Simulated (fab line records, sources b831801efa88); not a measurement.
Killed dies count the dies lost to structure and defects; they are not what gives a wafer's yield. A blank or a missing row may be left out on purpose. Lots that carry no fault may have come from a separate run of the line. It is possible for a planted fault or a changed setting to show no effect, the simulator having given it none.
A lot that was struck, set against a sound lot / flow sky130 / 15 steps out of a route of 708
Sound: these wafers, L792.3, L792.4, L792.5. The struck wafers were L798.2, L798.5, L798.6. The cause comes at the end.
Order at every step that has rows: each side's tool, ch and its chambers, its first start. Under that, the readings that differ: sound wafers / struck wafers / difference of the means / sigmas: that difference in standard deviations of wafers without a fault.
alike: readings with means less than 2 such deviations apart, plus words and numbers identical on both sides. not compared: withheld readings, readings lacking a value on some wafer, bounds such as >300 that could conceal the same value, and numbers that have no deviation in the record and whose values overlap.
The two part at a step that has a row with sigmas, a row that says differs or no value, or rows on one side only. Numbers that have no deviation but don't overlap get no sigmas and don't part them. A reading missing from all wafers of one side parts the sides only when that side holds two or more wafers.

SKY_VT_ADJUST_LVTN_OVL_MEAS_07:
  sound on overlay-02 at day 8 16:57; struck on overlay-02 at day 10 11:10
  alike: VT_ADJUST_LVTN_OVL
after that, 1 step had no rows for these wafers: SKY_VT_ADJUST_LVTN_IMPLANT_08.
SKY_VT_ADJUST_LVTN_STRIP_09: strips in O2/N2.
  sound on plasma-asher-04 ch 0,1, day 8 17:10; struck on plasma-asher-04 ch 0,1, day 10 11:21
  alike: drypump-motor-current-A, n2-flow-sccm, oes-product-au, strip-time-to-endpoint-s
  not compared: rf-hours-counter-h
SKY_VT_ADJUST_LVTN_TW_MEAS_10:
  sound on film-metro-01 at day 8 17:15; struck on film-metro-01 at day 10 11:28
  alike: VT_ADJUST_LVTN_TW
then, 7 steps without rows for these wafers: SKY_VT_ADJUST_LVTN_DEHYDRATE_11 (time 60 s); SKY_VT_ADJUST_LVTN_HMDS_12 (prime time 60 s); SKY_VT_ADJUST_LVTN_COAT_13 (resist thk 1140 nm); SKY_VT_ADJUST_LVTN_SOFTBAKE_14 (time 60 s); SKY_VT_ADJUST_LVTN_EXPOSE_15 (exposes mask HVN STD DERIVED, target cd 600 nm); SKY_VT_ADJUST_LVTN_PEB_16; SKY_VT_ADJUST_LVTN_DEVELOP_17 (develop time 60 s).
SKY_VT_ADJUST_LVTN_OVL_MEAS_18:
  sound on overlay-02 at day 9 13:44; struck on overlay-02 at day 11 09:47
  alike: VT_ADJUST_LVTN_01_OVL
SKY_VT_ADJUST_LVTN_IMPLANT_19:
  sound on implanter-03 ch 0, day 9 13:49; struck on implanter-04, day 11 09:50
  no value came back on the struck wafers for beam-energy-keV, beam-on-s (s), faraday-current-uA, implant-ion-amu; on the sound wafers beam-energy-keV reads 29.995 30.001 30.001
SKY_VT_ADJUST_LVTN_STRIP_20: strips in O2/N2.
  sound on plasma-asher-03 ch 0,1, day 9 13:56; struck on plasma-asher-03 ch 0,1, day 11 09:58
  alike: drypump-motor-current-A, n2-flow-sccm, oes-product-au, strip-time-to-endpoint-s
  not compared: rf-hours-counter-h
SKY_VT_ADJUST_LVTN_TW_MEAS_21:
  sound on film-metro-03 at day 9 14:02; struck on film-metro-01 at day 11 10:11
reading=VT_ADJUST_LVTN_2_TW; sound=187.9 187.6 188.5; struck=29.5 29.6 29.8; difference=-158.4; sigmas=-83

## WHERE THEY PART
At SKY_VT_ADJUST_LVTN_IMPLANT_19 first; at SKY_VT_ADJUST_LVTN_TW_MEAS_21 last (within this record only).

WHY: the cause the simulator had injected
Skipped step whole: implanter-04, from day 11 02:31 on, at SKY_VT_ADJUST_LVTN_IMPLANT_19. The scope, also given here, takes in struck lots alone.
